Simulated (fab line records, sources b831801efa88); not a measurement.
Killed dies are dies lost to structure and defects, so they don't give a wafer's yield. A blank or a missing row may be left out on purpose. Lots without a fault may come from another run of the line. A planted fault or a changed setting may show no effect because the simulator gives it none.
fab line records | flow gf180mcu
record lots=5 wafers=15 last_day=33
route steps=602 shown M2@373 V2@382 M3@409
lots that met no fault: from a run of the same line without faults
start_h: hours from the record's first day to the start of the lot's first wafer shown | wait_h: hours since the lot's step before | " the same as in the row above | L1.1+2: a row that stands for several wafers | - no value, or no start given | * or withheld: withheld | < > ~ a bound
route shown NAME@n: a module of which the file shows steps, and the number in the route of the first | usual: mean/standard deviation of fault-free wafers | same: alike in all rows | chamber/n: place in a boat | sites: the reading at each site | _std_site: their standard deviation | _edge_site: outer sites' mean less inner sites' | radius_mm: how far each site lies from the wafer's centre | mask NAME#n: copy n | behind: the tool/chamber that last shaped the wafer | hold: why the lot was held/for how many hours/how that ended | device: the transistor (n, p or np) that didn't switch | end of line: the same wafers' tests at the end of the route | a step without rows: its recipe alone | killed: dies lost to structure and defects at the first sort, not the wafer's yield | map: a wafer's dies, x killed, . not, _ none there
set.NAME: the setting as run; set.NAME@STEP: as run at that earlier step | model.NAME: the simulator's own value behind a step, which no gauge read
lots at some steps of the route; a table a step, a row a wafer
services: from which hour (start_h, from the record's first day; less than 0 if before it) a tool's chamber was out of use, for how many hours, and why
## steps
# step GF_M2_EXPOSE_11
# recipe mask_id=Metal2 target_cd_nm=280 na=0.68 source_shape=conventional sigma_outer=0.6 dose_mj=28
# usual reticle_temp_C=22.98/0.1
# same na=0.68
# columns lot.wafer tool chamber start_h wait_h mask reticle_temp_C
L076.2 krf_scanner-02 0 - - Metal2#0 22.95
L076.5 " 0 " " Metal2#0 23.04
L076.6 " 0 " " Metal2#0 23.07
L077.3 krf_scanner-02 0 - - Metal2#0 23.11
L077.5 " 0 " " Metal2#0 23.05
L077.6 " 0 " " Metal2#0 22.98
L087.2 krf_scanner-01 0 - - Metal2#0 23.04
L087.4 " 0 " " Metal2#0 22.95
L087.6 " 0 " " Metal2#0 23.15
L090.4 krf_scanner-02 0 - - Metal2#0 22.98
L090.5 " 0 " " Metal2#0 22.87
L090.6 " 0 " " Metal2#0 22.85
L091.3 krf_scanner-01 0 - - Metal2#0 22.88
L091.4 " 0 " " Metal2#0 22.88
L091.6 " 0 " " Metal2#0 22.86
# step GF_M2_PEB_12
# recipe peb_temp_c=135 peb_time_s=90 resist=KrF
# columns lot.wafer tool chamber start_h wait_h
L076.2+5+6 litho_track-02 0 - -
L077.3+5+6 litho_track-04 0 - -
L087.2+4+6 litho_track-04 0 - -
L090.4+5+6 litho_track-02 0 - -
L091.3+4+6 litho_track-01 0 - -
# step GF_M2_DEVELOP_13
# recipe develop_time_s=60 dev_temp_c=21
# columns lot.wafer tool chamber start_h wait_h
L076.2+5+6 litho_track-02 0 472.82 0.2
L077.3+5+6 litho_track-04 0 486.64 0.1
L087.2+4+6 litho_track-04 0 560.37 0.2
L090.4+5+6 litho_track-02 0 583.42 0.1
L091.3+4+6 litho_track-01 0 592.10 0.1
# step GF_M2_CD_MEAS_14
# recipe target_cd_nm=280
# usual cd_nm=280.0/1.1
# columns lot.wafer tool chamber start_h wait_h cd_nm
L076.2 cd_sem-01 - 472.97 0.1 281.4
L076.5 " - " " 279.7
L076.6 " - " " 280.2
L077.3 cd_sem-01 - 486.78 0.1 278.3
L077.5 " - " " 277.9
L077.6 " - " " 278.7
L087.2 cd_sem-01 - 560.51 0.1 279.2
L087.4 " - " " 279.3
L087.6 " - " " 279.8
L090.4 cd_sem-02 - 583.56 0.1 279.3
L090.5 " - " " 279.4
L090.6 " - " " 280.3
L091.3 cd_sem-01 - 592.24 0.1 281.7
L091.4 " - " " 281.9
L091.6 " - " " 281.4
# step GF_M2_OVL_MEAS_15
# usual M2_OVL=0/6.4
# columns lot.wafer tool chamber start_h wait_h M2_OVL[nm]
L076.2 overlay-01 - 473.07 0.1 1
L076.5 " - " " -1
L076.6 " - " " -4
L077.3 overlay-01 - 486.87 0.1 -5
L077.5 " - " " -5
L077.6 " - " " -11
L087.2 overlay-01 - 560.62 0.1 -10
L087.4 " - " " -6
L087.6 " - " " -2
L090.4 overlay-01 - 583.63 0.1 -1
L090.5 " - " " -7
L090.6 " - " " -2
L091.3 overlay-01 - 592.33 0.1 -5
L091.4 " - " " -3
L091.6 " - " " 2
# step GF_M2_METAL_ETCH_16
# recipe chemistry=Cl2/BCl3 mask_material=KrF target_depth_nm=750.8 stop_on=SiO2 pressure_mtorr=8 icp_w=800 bias_w=140 Cl2_flow_sccm=80 bcl3_flow_sccm=40 time_s=125.1
# usual drypump_motor_current_A=5.9/0.41 oes_product_au=0.992/0.0064 throttle_valve_pct=28.229/0.01
# columns lot.wafer tool chamber start_h wait_h drypump_motor_current_A oes_product_au rf_hours_counter_h throttle_valve_pct
L076.2 rie_metal-04 0 473.10 0.0 6.1 0.985 4 28.215
L076.5 " 0 " " 6.0 0.996 - 28.235
L076.6 " 1 " " 5.0 0.981 - 28.237
L077.3 rie_metal-03 0 486.98 0.1 6.0 0.987 - 28.218
L077.5 " 0 " " 6.0 0.992 - 28.226
L077.6 " 0 " " 6.0 0.993 - 28.228
L087.2 rie_metal-01 0 560.69 0.1 5.3 0.990 - 28.246
L087.4 " 0 " " 5.4 1.000 - 28.215
L087.6 " 0 " " 5.4 0.992 - 28.208
L090.4 rie_metal-03 1 583.70 0.1 6.2 0.995 - 28.240
L090.5 " 0 " " 6.0 0.982 - 28.232
L090.6 " 1 " " 6.2 0.998 - 28.222
L091.3 rie_metal-03 1 592.40 0.1 6.2 0.996 - 28.224
L091.4 " 0 " " 6.0 0.992 - 28.222
L091.6 " 1 " " 6.2 0.997 - 28.231
# step GF_M2_STRIP_17
# recipe chemistry=O2/N2 power_w=1400 pressure_mtorr=1500 platen_temp_c=250 o2_flow_sccm=3000 n2_flow_sccm=300 overash_fraction=0.5
# usual drypump_motor_current_A=6.1/0.37 heater_power_w=335/70 oes_product_au=0.536/0.0049 strip_time_to_endpoint_s=7.36/0.049
# columns lot.wafer tool chamber start_h wait_h drypump_motor_current_A heater_power_w oes_product_au rf_hours_counter_h strip_time_to_endpoint_s
L076.2 plasma_asher-01 1 473.23 0.1 5.4 391 0.537 67 7.32
L076.5 " 0 " " 5.0 353 0.534 - 7.30
L076.6 " 1 " " 5.4 393 0.541 - 7.37
L077.3 plasma_asher-01 0 487.19 0.2 5.0 368 0.534 - 7.38
L077.5 " 1 " " 5.4 391 0.537 - 7.37
L077.6 " 0 " " 5.0 360 0.535 - 7.39
L087.2 plasma_asher-03 0 560.91 0.2 6.3 392 0.537 15 7.35
L087.4 " 0 " " 6.3 382 0.536 - 7.30
L087.6 " 0 " " 6.3 377 0.537 - 7.35
L090.4 plasma_asher-02 1 583.82 0.1 6.3 331 0.535 - 7.29
L090.5 " 1 " " 6.3 334 0.537 - 7.36
L090.6 " 0 " " 6.4 401 0.538 - 7.32
L091.3 plasma_asher-02 1 592.52 0.1 6.3 330 0.532 - 7.34
L091.4 " 0 " " 6.3 401 0.535 - 7.37
L091.6 " 1 " " 6.3 327 0.535 - 7.34
# step GF_M2_STRIP_18
# recipe chemistry=post_etch_residue_remover time_s=1200 temp_c=72.5
# columns lot.wafer tool chamber start_h wait_h
L076.2+5+6 wet_bench-02 2 473.33 0.1
L077.3+5+6 wet_bench-01 2 487.26 0.0
L087.2+4+6 wet_bench-03 0 561.01 0.1
L090.4+5+6 wet_bench-01 2 583.88 0.0
L091.3+4+6 wet_bench-01 2 592.59 0.0
# step GF_M2_CLEAN_19
# recipe chemistry=DIW dry=n2_spin
# columns lot.wafer tool chamber start_h wait_h
L076.2+5+6 wet_bench-03 2 473.68 0.0
L077.3+5+6 wet_bench-02 1 487.60 0.0
L087.2+4+6 wet_bench-02 0 561.35 0.0
L090.4+5+6 wet_bench-02 2 584.22 0.0
L091.3+4+6 wet_bench-03 1 592.93 0.0
# step GF_V2_CVD_00
# recipe material=SiO2 target_thk_nm=600 sigma_open_frac=0.3 temp_c=400 time_s=100 sih4_flow_sccm=60 pressure_mtorr=6
# usual pressure_mtorr=6.001/0.013 sih4_flow_sccm=59.98/0.18
# columns lot.wafer tool chamber start_h wait_h pressure_mtorr sih4_flow_sccm
L076.2 hdpcvd-01 1 473.77 0.0 6.013 60.07
L076.5 " 2 " " 6.015 59.78
L076.6 " 1 " " 6.009 60.01
L077.3 hdpcvd-01 0 487.69 0.0 5.970 60.07
L077.5 " 2 " " 6.013 60.25
L077.6 " 1 " " 5.974 59.61
L087.2 hdpcvd-02 1 561.45 0.0 5.991 59.87
L087.4 " 0 " " 5.994 59.99
L087.6 " 1 " " 5.959 59.96
L090.4 hdpcvd-01 1 584.36 0.0 6.001 60.26
L090.5 " 0 " " 5.988 59.84
L090.6 " 2 " " 6.000 60.02
L091.3 hdpcvd-01 2 593.02 0.0 6.018 60.03
L091.4 " 2 " " 6.018 59.61
L091.6 " 1 " " 5.993 60.01
# step GF_V2_THK_MEAS_01
# recipe reads=SiO2_of_V2_CVD_00
# usual V2_CVD_00_THK=601/6
# columns lot.wafer tool chamber start_h wait_h V2_CVD_00_THK[nm]
L076.2 film_metro-04 - 473.85 0.0 596
L076.5 " - " " 597
L076.6 " - " " 595
L077.3 film_metro-02 - 487.78 0.1 604
L077.5 " - " " 620
L077.6 " - " " 612
L087.2 film_metro-04 - 561.53 0.0 603
L087.4 " - " " 596
L087.6 " - " " 606
L090.4 film_metro-02 - 584.43 0.0 599
L090.5 " - " " 600
L090.6 " - " " 598
L091.3 film_metro-02 - 593.11 0.1 597
L091.4 " - " " 595
L091.6 " - " " 602
# step GF_V2_CVD_02
# recipe material=SiO2 target_thk_nm=850 precursor=TEOS temp_c=400 time_s=94.851 rf_w=600
# usual heater_power_w=621/110
# columns lot.wafer tool chamber start_h wait_h heater_power_w
L076.2 pecvd-02 2 473.90 0.0 775
L076.5 " 1 " " 631
L076.6 " 0 " " 615
L077.3 pecvd-04 1 487.82 0.0 732
L077.5 " 2 " " 581
L077.6 " 0 " " 748
L087.2 pecvd-02 1 561.58 0.0 560
L087.4 " 0 " " 491
L087.6 " 2 " " 673
L090.4 pecvd-03 2 584.49 0.1 479
L090.5 " 1 " " 536
L090.6 " 0 " " 570
L091.3 pecvd-02 1 593.15 0.0 526
L091.4 " 0 " " 485
L091.6 " 1 " " 571
# step GF_V2_THK_MEAS_03
# recipe reads=SiO2_of_V2_CVD_02
# usual V2_CVD_02_THK=850/12
# columns lot.wafer tool chamber start_h wait_h V2_CVD_02_THK[nm]
L076.2 film_metro-02 - 473.98 0.0 837
L076.5 " - " " 851
L076.6 " - " " 854
L077.3 film_metro-04 - 487.91 0.1 855
L077.5 " - " " 861
L077.6 " - " " 876
L087.2 film_metro-03 - 561.66 0.0 839
L087.4 " - " " 847
L087.6 " - " " 860
L090.4 film_metro-03 - 584.56 0.0 850
L090.5 " - " " 862
L090.6 " - " " 862
L091.3 film_metro-03 - 593.24 0.1 846
L091.4 " - " " 851
L091.6 " - " " 852
# step GF_V2_CMP_04
# recipe material=SiO2 down_force_psi=4 platen_rpm=60 pad_velocity_m_s=0.94248
# usual motor_current_A=11.3/0.89 time_to_endpoint_s=83/6
# columns lot.wafer tool chamber start_h wait_h motor_current_A time_to_endpoint_s
L076.2 cmp-01 1 474.08 0.1 10.5 72
L076.6 " 0 " " 10.8 87
L076.5 " 1 " " 11.1 80
L077.3 cmp-02 3 488.05 0.1 10.4 88
L077.6 " 1 " " 11.4 87
L077.5 " 2 " " 11.3 77
L087.2 cmp-02 3 561.71 0.0 10.0 83
L087.4 " 0 " " 13.3 85
L087.6 " 3 " " 10.5 93
L090.4 cmp-01 0 584.69 0.1 11.2 87
L090.6 " 2 " " 10.8 92
L090.5 " 3 " " 11.2 84
L091.3 cmp-01 3 593.38 0.1 11.6 78
L091.4 " 0 " " 11.6 91
L091.6 " 2 " " 10.6 87
# step GF_V2_BOW_MEAS_05
# recipe mode=bow
# usual V2_BOW=97/7.8
# columns lot.wafer tool chamber start_h wait_h V2_BOW[um]
L076.2 film_metro-04 - 474.35 0.2 106
L076.5 " - " " 103
L076.6 " - " " 104
L077.3 film_metro-04 - 488.29 0.2 105
L077.5 " - " " 111
L077.6 " - " " 113
L087.2 film_metro-02 - 562.03 0.3 97
L087.4 " - " " 90
L087.6 " - " " 92
L090.4 film_metro-04 - 584.95 0.2 103
L090.5 " - " " 95
L090.6 " - " " 101
L091.3 film_metro-03 - 593.62 0.2 91
L091.4 " - " " 87
L091.6 " - " " 72
# step GF_V2_DEHYDRATE_06
# recipe temp_c=200 time_s=60
# columns lot.wafer tool chamber start_h wait_h
L076.2+5+6 litho_track-02 0 486.42 12.1
L077.3+5+6 litho_track-03 0 499.48 11.2
L087.2+4+6 litho_track-02 0 572.42 10.4
L090.4+5+6 litho_track-03 0 594.76 9.8
L091.3+4+6 litho_track-01 0 604.20 10.6
# step GF_V2_HMDS_07
# recipe prime_time_s=60 prime_temp_c=120
# columns lot.wafer tool chamber start_h wait_h
L076.2+5+6 litho_track-02 0 486.57 0.1
L077.3+5+6 litho_track-03 0 499.63 0.1
L087.2+4+6 litho_track-02 0 572.57 0.1
L090.4+5+6 litho_track-03 0 594.91 0.1
L091.3+4+6 litho_track-01 0 604.35 0.1
# step GF_V2_COAT_08
# recipe resist=BARC temp_c=withheld time_s=withheld spin_rpm=withheld resist_thk_nm=withheld
# columns lot.wafer tool chamber start_h wait_h
L076.2+5+6 litho_track-02 0 486.72 0.1
L077.3+5+6 litho_track-03 0 499.78 0.1
L087.2+4+6 litho_track-02 0 572.72 0.1
L090.4+5+6 litho_track-03 0 595.06 0.1
L091.3+4+6 litho_track-01 0 604.50 0.1
# step GF_V2_COAT_09
# recipe resist=KrF spin_rpm=withheld resist_thk_nm=1000
# columns lot.wafer tool chamber start_h wait_h
L076.2+5+6 litho_track-02 0 - -
L077.3+5+6 litho_track-03 0 - -
L087.2+4+6 litho_track-02 0 - -
L090.4+5+6 litho_track-03 0 - -
L091.3+4+6 litho_track-01 0 - -
# step GF_V2_SOFTBAKE_10
# recipe temp_c=130 time_s=60 resist=KrF
# columns lot.wafer tool chamber start_h wait_h
L076.2+5+6 litho_track-02 0 - -
L077.3+5+6 litho_track-03 0 - -
L087.2+4+6 litho_track-02 0 - -
L090.4+5+6 litho_track-03 0 - -
L091.3+4+6 litho_track-01 0 - -
# step GF_V2_EXPOSE_11
# recipe mask_id=Via2 target_cd_nm=260 na=0.68 source_shape=conventional sigma_outer=0.6 dose_mj=38
# usual reticle_temp_C=23.00/0.11
# same na=0.68
# columns lot.wafer tool chamber start_h wait_h mask reticle_temp_C
L076.2 krf_scanner-02 0 - - Via2#0 23.08
L076.5 " 0 " " Via2#0 22.94
L076.6 " 0 " " Via2#0 23.02
L077.3 krf_scanner-02 0 - - Via2#0 23.21
L077.5 " 0 " " Via2#0 23.04
L077.6 " 0 " " Via2#0 23.10
L087.2 krf_scanner-01 0 - - Via2#0 22.85
L087.4 " 0 " " Via2#0 22.88
L087.6 " 0 " " Via2#0 22.98
L090.4 krf_scanner-02 0 - - Via2#0 23.06
L090.5 " 0 " " Via2#0 22.90
L090.6 " 0 " " Via2#0 23.03
L091.3 krf_scanner-01 0 - - Via2#0 22.96
L091.4 " 0 " " Via2#0 22.83
L091.6 " 0 " " Via2#0 23.06
# step GF_V2_PEB_12
# recipe peb_temp_c=135 peb_time_s=90 resist=KrF
# columns lot.wafer tool chamber start_h wait_h
L076.2+5+6 litho_track-01 0 - -
L077.3+5+6 litho_track-02 0 - -
L087.2+4+6 litho_track-03 0 - -
L090.4+5+6 litho_track-01 0 - -
L091.3+4+6 litho_track-02 0 - -
# step GF_V2_DEVELOP_13
# recipe develop_time_s=60 resist=KrF dev_temp_c=21
# columns lot.wafer tool chamber start_h wait_h
L076.2+5+6 litho_track-01 0 498.38 0.2
L077.3+5+6 litho_track-02 0 511.70 0.1
L087.2+4+6 litho_track-03 0 583.61 0.2
L090.4+5+6 litho_track-01 0 606.43 0.1
L091.3+4+6 litho_track-02 0 615.20 0.1
# step GF_V2_CD_MEAS_14
# recipe target_cd_nm=260
# usual cd_nm=260.1/1.3
# columns lot.wafer tool chamber start_h wait_h cd_nm
L076.2 cd_sem-02 - 498.52 0.1 260.5
L076.5 " - " " 261.0
L076.6 " - " " 260.9
L077.3 cd_sem-02 - 511.84 0.1 261.8
L077.5 " - " " 263.4
L077.6 " - " " 263.3
L087.2 cd_sem-01 - 583.75 0.1 262.7
L087.4 " - " " 262.9
L087.6 " - " " 262.3
L090.4 cd_sem-01 - 606.56 0.1 262.5
L090.5 " - " " 261.3
L090.6 " - " " 261.8
L091.3 cd_sem-02 - 615.34 0.1 260.8
L091.4 " - " " 260.2
L091.6 " - " " 260.5
# step GF_V2_OVL_MEAS_15
# usual V2_OVL=-2/4.8
# columns lot.wafer tool chamber start_h wait_h V2_OVL[nm]
L076.2 overlay-01 - 498.63 0.1 -4
L076.5 " - " " 2
L076.6 " - " " 0
L077.3 overlay-01 - 511.93 0.1 -5
L077.5 " - " " -7
L077.6 " - " " -8
L087.2 overlay-02 - 583.86 0.1 -3
L087.4 " - " " 2
L087.6 " - " " 8
L090.4 overlay-02 - 606.64 0.1 4
L090.5 " - " " 2
L090.6 " - " " 2
L091.3 overlay-01 - 615.43 0.1 0
L091.4 " - " " 3
L091.6 " - " " 2
# step GF_V2_ETCH_16
# recipe chemistry=N2/H2 target_depth_a=withheld overetch_a=withheld time_s=withheld target=BARC ion_energy_ev=200 source_w=500 bias_w=100 pressure_mtorr=30 n2_flow_sccm=100 h2_flow_sccm=200
# usual drypump_motor_current_A=5.8/0.39 oes_product_au=0.855/0.0047 throttle_valve_pct=13.225/0.009
# columns lot.wafer tool chamber start_h wait_h drypump_motor_current_A oes_product_au throttle_valve_pct
L076.2 rie_diel-01 1 498.66 0.0 5.4 0.853 13.230
L076.5 " 1 " " 5.4 0.853 13.231
L076.6 " 0 " " 5.2 0.856 13.217
L077.3 rie_diel-04 0 511.95 0.0 5.4 0.846 13.228
L077.5 " 3 " " 6.5 0.857 13.209
L077.6 " 0 " " 5.4 0.849 13.235
L087.2 rie_diel-01 3 583.89 0.0 5.2 0.854 13.227
L087.4 " 1 " " 5.4 0.848 13.222
L087.6 " 0 " " 5.2 0.848 13.225
L090.4 rie_diel-03 0 606.66 0.0 6.3 0.846 13.235
L090.5 " 3 " " 6.0 0.856 13.227
L090.6 " 2 " " 5.9 0.848 13.240
L091.3 rie_diel-04 1 615.45 0.0 5.8 0.857 13.219
L091.4 " 2 " " 5.8 0.849 13.227
L091.6 " 0 " " 5.4 0.854 13.217
# step GF_V2_ETCH_17
# recipe chemistry=C4F8/O2/Ar mask_material=KrF target=SiO2 stop_on=TiN source_w=1500 bias_w=1200 pressure_mtorr=40 c4f8_flow_sccm=withheld O2_flow_sccm=6 Ar_flow_sccm=300 time_s=withheld target_depth_a=6300
# usual oes_product_au=0.857/0.0043
# columns lot.wafer tool chamber start_h wait_h oes_product_au
L076.2 rie_diel-01 1 - - 0.858
L076.5 " 1 " " 0.858
L076.6 " 0 " " 0.860
L077.3 rie_diel-04 0 - - 0.856
L077.5 " 3 " " 0.858
L077.6 " 0 " " 0.859
L087.2 rie_diel-01 3 - - 0.861
L087.4 " 1 " " 0.859
L087.6 " 0 " " 0.863
L090.4 rie_diel-03 0 - - 0.861
L090.5 " 3 " " 0.858
L090.6 " 2 " " 0.858
L091.3 rie_diel-04 1 - - 0.856
L091.4 " 2 " " 0.857
L091.6 " 0 " " 0.861
# step GF_V2_STRIP_18
# recipe chemistry=O2/N2 power_w=1400 pressure_mtorr=1500 platen_temp_c=250 o2_flow_sccm=3000 n2_flow_sccm=300 overash_fraction=0.5
# usual drypump_motor_current_A=5.8/0.49 heater_power_w=337/57 oes_product_au=0.593/0.0048
# columns lot.wafer tool chamber start_h wait_h drypump_motor_current_A heater_power_w oes_product_au rf_hours_counter_h
L076.2 plasma_asher-03 0 498.79 - 6.2 386 0.591 8
L076.5 " 1 " " 6.2 229 0.593 -
L076.6 " 0 " " 6.2 381 0.595 -
L077.3 plasma_asher-02 0 512.12 - 6.4 403 0.594 -
L077.5 " 1 " " 6.3 330 0.594 -
L077.6 " 0 " " 6.4 402 0.594 -
L087.2 plasma_asher-03 1 584.02 - 6.2 229 0.594 17
L087.4 " 0 " " 6.2 390 0.587 -
L087.6 " 0 " " 6.3 388 0.597 -
L090.4 plasma_asher-03 0 606.82 - 6.3 386 0.586 -
L090.5 " 0 " " 6.3 380 0.592 -
L090.6 " 1 " " 6.2 229 0.591 -
L091.3 plasma_asher-04 0 615.61 - 5.1 358 0.598 -
L091.4 " 1 " " 5.6 339 0.596 -
L091.6 " 0 " " 5.1 364 0.598 -
# step GF_V2_STRIP_19
# recipe chemistry=post_etch_residue_remover time_s=1200 temp_c=72.5
# columns lot.wafer tool chamber start_h wait_h
L076.2+5+6 wet_bench-04 3 498.89 0.1
L077.3+5+6 wet_bench-02 2 512.18 0.0
L087.2+4+6 wet_bench-04 1 584.12 0.1
L090.4+5+6 wet_bench-04 0 606.89 0.0
L091.3+4+6 wet_bench-04 0 615.68 0.0
# step GF_V2_CLEAN_20
# recipe chemistry=DIW dry=n2_spin
# columns lot.wafer tool chamber start_h wait_h
L076.2+5+6 wet_bench-03 2 499.23 0.0
L077.3+5+6 wet_bench-04 2 512.52 0.0
L087.2+4+6 wet_bench-03 1 584.46 0.0
L090.4+5+6 wet_bench-02 2 607.31 0.1
L091.3+4+6 wet_bench-03 1 616.05 0.0
# step GF_V2_SPUTTER_21
# recipe material=Ti target_thk_nm=15 chamber_pressure_pa=5 power_w=2500 substrate_temp_c=200 time_s=80.02
# usual throttle_valve_pct=29.8/1.1
# columns lot.wafer tool chamber start_h wait_h throttle_valve_pct
L076.2 pvd_sputter-04 - 499.33 0.0 29.8
L076.5 " - " " 30.0
L076.6 " - " " 28.1
L077.3 pvd_sputter-02 - 512.62 0.0 29.4
L077.5 " - " " 29.2
L077.6 " - " " 31.0
L087.2 pvd_sputter-03 - 584.55 0.0 28.9
L087.4 " - " " 30.8
L087.6 " - " " 29.1
L090.4 pvd_sputter-03 - 607.40 0.0 30.8
L090.5 " - " " 30.8
L090.6 " - " " 30.9
L091.3 pvd_sputter-02 - 616.16 0.0 29.0
L091.4 " - " " 31.6
L091.6 " - " " 29.2
# step GF_V2_SPUTTER_22
# recipe material=TiN target_thk_nm=10 chamber_pressure_pa=5 power_w=4000 time_s=40
# usual throttle_valve_pct=29.8/1.1
# columns lot.wafer tool chamber start_h wait_h throttle_valve_pct
L076.2 pvd_sputter-04 - 499.39 0.0 30.2
L076.5 " - " " 29.9
L076.6 " - " " 28.4
L077.3 pvd_sputter-02 - 512.68 0.0 29.3
L077.5 " - " " 29.4
L077.6 " - " " 31.2
L087.2 pvd_sputter-03 - 584.61 0.0 28.8
L087.4 " - " " 30.7
L087.6 " - " " 28.6
L090.4 pvd_sputter-03 - 607.46 0.0 30.7
L090.5 " - " " 31.1
L090.6 " - " " 31.0
L091.3 pvd_sputter-02 - 616.22 0.0 29.1
L091.4 " - " " 31.7
L091.6 " - " " 29.0
# step GF_V2_CVD_23
# recipe material=W target_thk_nm=350 time_s=104.94 temp_c=400 pressure_torr=40
# usual heater_power_w=886/38
# columns lot.wafer tool chamber start_h wait_h heater_power_w
L076.2 cvd_w-02 1 499.43 0.0 846
L076.5 " 1 " " 843
L076.6 " 0 " " 888
L077.3 cvd_w-01 0 512.77 0.1 877
L077.5 " 0 " " 867
L077.6 " 1 " " 961
L087.2 cvd_w-01 1 584.65 0.0 946
L087.4 " 1 " " 947
L087.6 " 1 " " 924
L090.4 cvd_w-02 1 607.54 0.1 847
L090.5 " 0 " " 891
L090.6 " 1 " " 878
L091.3 cvd_w-02 0 616.30 0.1 880
L091.4 " 1 " " 848
L091.6 " 0 " " 896
# step GF_V2_RS_MEAS_24
# recipe thk_meas_gauge=four-point-probe reads=W_of_V2_CVD_23+TiN_of_V2_SPUTTER_22+Ti_of_V2_SPUTTER_21
# usual V2_W_RS=0.326/0.0038
# columns lot.wafer tool chamber start_h wait_h V2_W_RS[ohm/sq]
L076.2 film_metro-04 - 499.56 0.1 0.320
L076.5 " - " " 0.317
L076.6 " - " " 0.323
L077.3 film_metro-03 - 512.88 0.1 0.326
L077.5 " - " " 0.325
L077.6 " - " " 0.331
L087.2 film_metro-02 - 584.78 0.1 0.327
L087.4 " - " " 0.329
L087.6 " - " " 0.328
L090.4 film_metro-03 - 607.70 0.1 0.321
L090.5 " - " " 0.327
L090.6 " - " " 0.319
L091.3 film_metro-04 - 616.42 0.1 0.329
L091.4 " - " " 0.326
L091.6 " - " " 0.329
# step GF_V2_THK_MEAS_25
# recipe thk_meas_gauge=xrf reads=W_of_V2_CVD_23
# usual V2_W_THK=355/5.1
# columns lot.wafer tool chamber start_h wait_h V2_W_THK[nm]
L076.2 film_metro-04 - 499.67 0.1 361
L076.5 " - " " 368
L076.6 " - " " 360
L077.3 film_metro-03 - 512.98 0.1 360
L077.5 " - " " 360
L077.6 " - " " 355
L087.2 film_metro-02 - 584.89 0.1 349
L087.4 " - " " 347
L087.6 " - " " 347
L090.4 film_metro-03 - 607.79 0.1 363
L090.5 " - " " 355
L090.6 " - " " 363
L091.3 film_metro-04 - 616.52 0.1 353
L091.4 " - " " 356
L091.6 " - " " 353
# step GF_V2_CMP_26
# recipe stop_on=SiO2 down_force_psi=3.5 platen_rpm=60 t_overpolish_s=15 target_thk_nm=0 pad_velocity_m_s=0.94248
# usual motor_current_A=10.3/0.72 overpolish_run_s=15.000/0.0086 time_to_endpoint_s=88/4.5
# columns lot.wafer tool chamber start_h wait_h motor_current_A overpolish_run_s time_to_endpoint_s
L076.2 cmp-01 2 499.72 0.0 10.0 15.004 91
L076.6 " 2 " " 10.0 15.011 94
L076.5 " 3 " " 10.6 15.014 86
L077.3 cmp-02 2 513.17 0.2 10.6 15.003 86
L077.5 " 3 " " 9.6 14.999 92
L077.6 " 0 " " 11.8 14.998 92
L087.2 cmp-02 0 584.94 0.0 12.0 14.999 93
L087.4 " 1 " " 10.4 15.013 83
L087.6 " 0 " " 12.3 15.013 92
L090.4 cmp-01 3 608.09 0.3 10.7 15.009 89
L090.6 " 0 " " 10.1 14.992 98
L090.5 " 1 " " 10.2 14.995 88
L091.3 cmp-02 3 616.56 0.0 9.2 15.008 90
L091.4 " 2 " " 10.5 15.010 82
L091.6 " 0 " " 12.2 15.007 89
# step GF_M3_SPUTTER_00
# recipe material=Ti target_thk_nm=37.5 arriving_ion_energy_ev=80 substrate_temp_c=200 chamber_pressure_pa=2 power_w=4000 time_s=150
# usual throttle_valve_pct=30.2/1.1
# columns lot.wafer tool chamber start_h wait_h throttle_valve_pct
L076.2 pvd_sputter-01 - 500.02 0.2 30.0
L076.5 " - " " 30.3
L076.6 " - " " 29.8
L077.3 pvd_sputter-04 - 513.32 0.1 30.4
L077.5 " - " " 30.0
L077.6 " - " " 27.9
L087.2 pvd_sputter-04 - 585.24 0.2 28.0
L087.4 " - " " 27.7
L087.6 " - " " 29.9
L090.4 pvd_sputter-01 - 608.24 0.1 30.5
L090.5 " - " " 30.4
L090.6 " - " " 30.3
L091.3 pvd_sputter-01 - 616.86 0.2 30.7
L091.4 " - " " 30.8
L091.6 " - " " 31.9
# step GF_M3_SPUTTER_01
# recipe material=TiN target_thk_nm=30 power_w=6500 time_s=25 chamber_pressure_pa=0.4
# usual throttle_valve_pct=30.2/1.1
# columns lot.wafer tool chamber start_h wait_h throttle_valve_pct
L076.2 pvd_sputter-01 - 500.12 0.1 30.0
L076.5 " - " " 30.5
L076.6 " - " " 29.6
L077.3 pvd_sputter-04 - 513.42 0.1 29.8
L077.5 " - " " 29.7
L077.6 " - " " 27.8
L087.2 pvd_sputter-04 - 585.34 0.1 28.2
L087.4 " - " " 27.8
L087.6 " - " " 30.1
L090.4 pvd_sputter-01 - 608.34 0.1 30.3
L090.5 " - " " 30.5
L090.6 " - " " 30.4
L091.3 pvd_sputter-01 - 616.96 0.1 30.6
L091.4 " - " " 30.5
L091.6 " - " " 32.0
# step GF_M3_SPUTTER_02
# recipe material=AlCu target_thk_nm=450 power_w=10600 time_s=23.9 chamber_pressure_pa=0.4
# usual throttle_valve_pct=30.2/1.1
# columns lot.wafer tool chamber start_h wait_h throttle_valve_pct
L076.2 pvd_sputter-01 - 500.15 0.0 29.8
L076.5 " - " " 30.2
L076.6 " - " " 29.8
L077.3 pvd_sputter-04 - 513.45 0.0 30.2
L077.5 " - " " 30.1
L077.6 " - " " 27.8
L087.2 pvd_sputter-04 - 585.37 0.0 28.0
L087.4 " - " " 27.9
L087.6 " - " " 30.1
L090.4 pvd_sputter-01 - 608.38 0.0 30.3
L090.5 " - " " 31.0
L090.6 " - " " 30.2
L091.3 pvd_sputter-01 - 616.99 0.0 30.1
L091.4 " - " " 30.5
L091.6 " - " " 32.0
## services
# columns tool chamber start_h hours kind
pvd_sputter-04 - 440.73 7.0 repair
cmp-02 - 453.21 0.9 repair
krf_scanner-01 - 457.59 1.3 pm
pvd_sputter-02 - 462.48 3.7 repair
plasma_asher-03 - 465.66 3.8 repair
rie_diel-04 1 476.57 2.8 repair
hdpcvd-01 - 477.56 2.8 pm
cmp-01 - 479.63 4.9 pm
krf_scanner-02 - 484.11 0.8 pm
pvd_sputter-03 - 485.82 2.2 repair
pvd_sputter-02 - 486.95 2.6 repair
cmp-01 - 487.38 1.6 repair
krf_scanner-02 - 492.05 1.3 pm
pvd_sputter-04 - 504.75 5.1 repair
krf_scanner-02 - 514.06 1.0 pm
krf_scanner-02 - 515.21 0.8 repair
krf_scanner-02 - 525.94 2.4 repair
cmp-01 - 551.70 6.0 pm
cmp-02 - 572.00 4.0 pm
cmp-02 - 581.91 1.5 repair
pvd_sputter-01 - 584.33 3.7 repair
cmp-02 - 594.59 0.9 repair
krf_scanner-02 - 598.19 0.6 repair
pvd_sputter-04 - 599.09 25.5 repair
## key
fault none
